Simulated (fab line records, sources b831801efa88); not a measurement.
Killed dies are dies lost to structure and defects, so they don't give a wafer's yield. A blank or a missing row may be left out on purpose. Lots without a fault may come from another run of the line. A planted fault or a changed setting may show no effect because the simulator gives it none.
A struck lot beside a sound one | flow sky130 | 44 steps out of a route of 708
Sound: wafers L278.1, L278.3, L278.5. Struck: wafers L284.1, L284.5, L284.6. The cause comes at the end.
At each step with rows: each side's tool, then ch and its chambers, then its first start. Under that, the readings that differ: sound wafers | struck wafers | difference of the means | sigmas: that difference in standard deviations of wafers without a fault.
alike: readings whose means differ by less than 2 such deviations, and words and numbers that are the same on both sides. not compared: withheld readings, readings that some wafer has no value for, bounds like >300 that may hide the same value, and numbers for which the record gives no deviation and whose values overlap.
The two part at a step that has a row with sigmas, a row that says differs or no value, or rows on one side only. Numbers that don't overlap but have no deviation are shown without sigmas and don't part them. A reading that every wafer of one side lacks parts them only if that side has two wafers or more.

first, 4 steps without rows for these wafers: SKY_LDD_LDN_SOFTBAKE_03 (time 60 s); SKY_LDD_LDN_EXPOSE_04 (exposes mask LDNTM, target cd 700 nm); SKY_LDD_LDN_PEB_05; SKY_LDD_LDN_DEVELOP_06 (develop time 60 s).
SKY_LDD_LDN_OVL_MEAS_07:
  sound on overlay-01, day 24 20:44; struck on overlay-01, day 26 21:11
  reading          | sound          | struck      | difference | sigmas
  LDD_LDN_OVL (nm) | -1.6 -2.2 -0.8 | 1.4 2.3 2.0 | +3.4       | +2
then, 4 steps without rows for these wafers: SKY_LDD_LDN_IMPLANT_08; SKY_LDD_LDN_IMPLANT_09; SKY_LDD_LDN_IMPLANT_10; SKY_LDD_LDN_IMPLANT_11.
SKY_LDD_LDN_STRIP_12: strips in O2/N2.
  sound on plasma_asher-01 ch 0,1, day 24 21:23; struck on plasma_asher-04 ch 0,1, day 26 21:49
  alike: drypump_motor_current_A, oes_product_au, strip_time_to_endpoint_s
  not compared: rf_hours_counter_h
SKY_LDD_LDN_TW_MEAS_13:
  sound on film_metro-04, day 24 21:29; struck on film_metro-02, day 26 21:55
  alike: LDD_LDN_TW
then, 1 step without rows for these wafers: SKY_LDD_LDN_CLEAN_14 (cleans in SC1/SC2, time 150 s).
SKY_SPACER_CVD_00: deposits Si3N4 from DCS/NH3, target thk 43.1 nm, time 740 s.
  sound on lpcvd-02 ch 0, day 24 21:35; struck on lpcvd-02 ch 1, day 26 22:59
  reading                                  | sound             | struck           | difference | sigmas
  model.Si3N4_of_SPACER_CVD_00.thk_nm (nm) | 42.31 42.15 42.27 | 31.87 31.8 31.94 | -10.37     |
  alike: spike_tc_bottom_C
SKY_SPACER_THK_MEAS_01:
  sound on film_metro-04, day 24 22:48; struck on film_metro-02, day 27 00:25
  reading                | sound          | struck         | difference | sigmas
  SPACER_CVD_00_THK (nm) | 42.3 42.2 42.3 | 31.9 31.8 31.9 | -10.4      | -25
  not compared: hold
SKY_SPACER_ETCHBACK_02: etches Si3N4 in CH3F/O2, stops on SiO2, time 46.7 s, target depth 45 nm.
  sound on rie_diel-03 ch 0,1,2, day 24 22:52; struck on rie_diel-02 ch 1,2,3, day 27 06:03
  reading                  | sound                | struck                                                                     | difference                   | sigmas
  hold                     | - - -                | await_dispo/5.6h/release await_dispo/5.6h/release await_dispo/5.6h/release | no value on the sound wafers |
  oes_product_au (a.u.)    | 0.850 0.846 0.845    | 0.730 0.726 0.741                                                          | -0.115                       | -18
  throttle_valve_pct (%)   | 10.551 10.566 10.565 | 10.554 10.542 10.531                                                       | -0.018                       | -2
  model.etch.depth_nm (nm) | 42.31 42.15 42.27    | 31.87 31.8 31.94                                                           | -10.37                       |
  alike: drypump_motor_current_A
  not compared: rf_hours_counter_h
then, 8 steps without rows for these wafers: SKY_POLY_CUT_DEHYDRATE_00 (time 60 s); SKY_POLY_CUT_HMDS_01 (prime time 60 s); SKY_POLY_CUT_COAT_02 (resist thk 60 nm); SKY_POLY_CUT_COAT_03 (resist thk 450 nm); SKY_POLY_CUT_SOFTBAKE_04 (time 90 s); SKY_POLY_CUT_EXPOSE_05 (exposes mask NPCM, target cd 270 nm); SKY_POLY_CUT_PEB_06; SKY_POLY_CUT_DEVELOP_07 (develop time 60 s).
SKY_POLY_CUT_CD_MEAS_08: target cd 270 nm.
  sound on cd_sem-01, day 26 04:20; struck on cd_sem-01, day 28 05:20
  alike: cd_nm
SKY_POLY_CUT_OVL_MEAS_09:
  sound on overlay-01, day 26 05:11; struck on overlay-02, day 28 05:28
  alike: POLY_CUT_OVL
SKY_POLY_CUT_ETCH_10: etches BARC in N2/H2, stops on SiO2, time 45.9 s, target depth 60 nm.
  sound on rie_diel-02 ch 1,3, day 26 05:13; struck on rie_diel-01 ch 0,1,2, day 28 05:30
  reading               | sound             | struck            | difference | sigmas
  oes_product_au (a.u.) | 0.865 0.859 0.864 | 0.851 0.856 0.845 | -0.012     | -3
  alike: drypump_motor_current_A, throttle_valve_pct
  not compared: rf_hours_counter_h
SKY_POLY_CUT_ETCH_11: etches Si3N4 in CF4/CH2F2/Ar, stops on poly-Si, time 42.5 s, target depth 60 nm.
  sound on rie_diel-02 ch 1,3, day 26 05:16; struck on rie_diel-01 ch 0,1,2, day 28 05:32
  alike: ch2f2_flow_sccm, drypump_motor_current_A, oes_product_au, throttle_valve_pct
  not compared: rf_hours_counter_h
SKY_POLY_CUT_STRIP_12: strips in O2/N2.
  sound on plasma_asher-03 ch 0,1, day 26 05:18; struck on plasma_asher-03 ch 0,1, day 28 05:35
  alike: drypump_motor_current_A, oes_product_au, strip_time_to_endpoint_s
  not compared: rf_hours_counter_h
then, 7 steps without rows for these wafers: SKY_SD_P_DEHYDRATE_00 (time 60 s); SKY_SD_P_HMDS_01 (prime time 60 s); SKY_SD_P_COAT_02 (resist thk 1140 nm); SKY_SD_P_SOFTBAKE_03 (time 60 s); SKY_SD_P_EXPOSE_04 (exposes mask PSDM, target cd 380 nm); SKY_SD_P_PEB_05; SKY_SD_P_DEVELOP_06 (develop time 60 s).
SKY_SD_P_CD_MEAS_07: target cd 380 nm.
  sound on cd_sem-01, day 27 09:28; struck on cd_sem-02, day 29 09:59
  alike: cd_nm
SKY_SD_P_OVL_MEAS_08:
  sound on overlay-02, day 27 09:35; struck on overlay-01, day 29 10:07
  alike: SD_P_OVL
then, 1 step without rows for these wafers: SKY_SD_P_IMPLANT_09.
SKY_SD_P_STRIP_10: strips in O2/N2.
  sound on plasma_asher-03 ch 0,1, day 27 09:47; struck on plasma_asher-02 ch 0,1, day 29 10:18
  alike: drypump_motor_current_A, oes_product_au, strip_time_to_endpoint_s
  not compared: rf_hours_counter_h
SKY_SD_P_TW_MEAS_11:
  sound on film_metro-03, day 27 09:53; struck on film_metro-04, day 29 10:24
  alike: SD_P_TW
then, 2 steps without rows for these wafers: SKY_RES_XHIGH_DEHYDRATE_00 (time 60 s); SKY_RES_XHIGH_HMDS_01 (prime time 60 s).
-- the record jumps here: 2 days lie between the struck wafers' starts before and after (it left off in module RES_XHIGH and takes up again in module SALICIDE, whose first step shown is number 361 of the route) --
SKY_SALICIDE_CLEAN_00: cleans in HF-last, time 30 s.
  sound on wet_bench-04 ch 3, day 29 20:04; struck on wet_bench-01 ch 0, day 31 19:40
  reading                                  | sound            | struck            | difference | sigmas
  model.Si3N4_of_SPACER_CVD_00.thk_nm (nm) | 41.34 41.18 41.3 | 30.87 30.81 30.95 | -10.40     |
-- the record jumps here: 17 days lie between the struck wafers' starts before and after (it left off in module SALICIDE and takes up again in module PAD_OPEN, whose first step shown is number 708 of the route) --
SKY_PAD_OPEN_PROBE_99:
  sound on prober-01, day 47 07:05; struck on prober-01, day 48 18:29
  reading                                 | sound             | struck            | difference | sigmas
  killed_at_contacts                      | 17 18 18          | 29 25 31          | +11        | +2
  killed_dies                             | 92 75 69          | 108 100 105       | +26        | +3
  killed_open                             | 46 45 41          | 60 54 61          | +14        | +2
  model.etest.pfet_01v8.r_on_ohm_um       | 2854 2829 2859    | 2473 2515 2536    | -339       |
  model.etest.pfet_g5v0d10v5.r_on_ohm_um  | 4776 4775 4811    | 4631 4728 4695    | -103       |
  model.etest.nfet_g5v0d10v5.r_on_ohm_um  | 1914 1890 1902    | 1839 1877 1854    | -45        |
  model.etest.sonos_uncharged.r_on_ohm_um | 820 821.6 804     | 736.1 757.4 740.9 | -70.4      |
  model.etest.res_pdiff.line_ohm_um       | 1389 1362 1335    | 1260 1266 1256    | -101       |
  model.etest.pfet_01v8.drive_ua_um       | 196.2 196.7 197.1 | 233.8 227.2 224.1 | +31.7      |
  model.etest.nfet_01v8_lvt.drive_ua_um   | 576.4 566.6 579.5 | 600.8 602.7 610.8 | +30.6      |
  model.etest.pfet_01v8_hvt.drive_ua_um   | 145.6 147.9 147.3 | 177.8 171.4 170.7 | +26.4      |
  alike: killed_at_M0_to_M3, killed_at_M4_up, killed_at_front_end, killed_at_other, killed_short

WHERE THEY PART
First at SKY_LDD_LDN_OVL_MEAS_07; last, within this record, at SKY_PAD_OPEN_PROBE_99.

WHY: what the simulator had put in
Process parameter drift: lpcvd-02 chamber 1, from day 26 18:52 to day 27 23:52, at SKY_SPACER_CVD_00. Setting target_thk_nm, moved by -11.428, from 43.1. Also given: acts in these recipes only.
